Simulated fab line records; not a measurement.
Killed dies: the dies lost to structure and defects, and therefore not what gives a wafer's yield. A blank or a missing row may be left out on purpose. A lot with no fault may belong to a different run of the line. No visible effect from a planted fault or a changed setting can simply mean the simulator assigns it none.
Which tool is to blame? -- flow gf180mcu -- 7 lots with 21 wafers sampled at 2 steps, on a route of 602 steps

WHAT THE GAUGES SHOWED, per wafer
GF_DUAL_GATE_OVL_MEAS_11.
lot,measured,on,DUAL_GATE_OVL (nm)
L783,day 9 06:38,overlay-01,-0.9 -0.6 -0.8
L785,day 9 20:15,overlay-02,- - -
L791,day 11 13:43,overlay-02,- - -
L793,day 12 04:38,overlay-02,0.5 0.6 -1.0
L797,day 13 03:32,overlay-01,-3.1 0.0 -1.2
L801,day 14 13:02,overlay-02,-1.1 2.7 -0.2
L803,day 14 23:52,overlay-01,-2.1 -0.2 -1.1

TOOL THAT RAN EACH LOT (tool first, then ch and the chambers of the sampled wafers, then the start)
lot,GF_DUAL_GATE_DEVELOP_10
L783,"litho-track-01 ch 0, day 9 06:29"
L785,"litho-track-01 ch 0, day 9 20:07"
L791,"litho-track-01 ch 0, day 11 13:37"
L793,"litho-track-04 ch 0, day 12 04:30"
L797,"litho-track-04 ch 0, day 13 03:24"
L801,"litho-track-04 ch 0, day 14 12:53"
L803,"litho-track-01 ch 0, day 14 23:46"
- GF_DUAL_GATE_DEVELOP_10: develop time 60 s.

THE ANSWER, worked out from the rows above alone
Rule: the lots themselves supply what counts as usual. Put in order of their means at a reading, lots are off if they are a third of the lots or fewer, leave a main group of 4 or more, and stand apart from it by a gap of 3 or more times the standard deviation of the main group's means; of several such gaps the widest counts. A main group is skipped when, at the precision printed for the reading in the tables above, its means are all equal. Also off: a lot with no number at a reading for which 4 or more lots have one. Where the step has rows for the other lots, those lots are counted as sound.
Off: L785, L791, seen at GF_DUAL_GATE_OVL_MEAS_11 (DUAL_GATE_OVL). Without a number there: L785, L791. Mean -0.6 nm and standard deviation 0.71 in the main group.
A tool fits if, at a process step before that reading, it ran every lot that is off, and no sound lot after the first of them. The gauges at GF_DUAL_GATE_OVL_MEAS_11 are tried like those tools. No candidate that was tried fits.

WHAT THE SIMULATOR PUT IN
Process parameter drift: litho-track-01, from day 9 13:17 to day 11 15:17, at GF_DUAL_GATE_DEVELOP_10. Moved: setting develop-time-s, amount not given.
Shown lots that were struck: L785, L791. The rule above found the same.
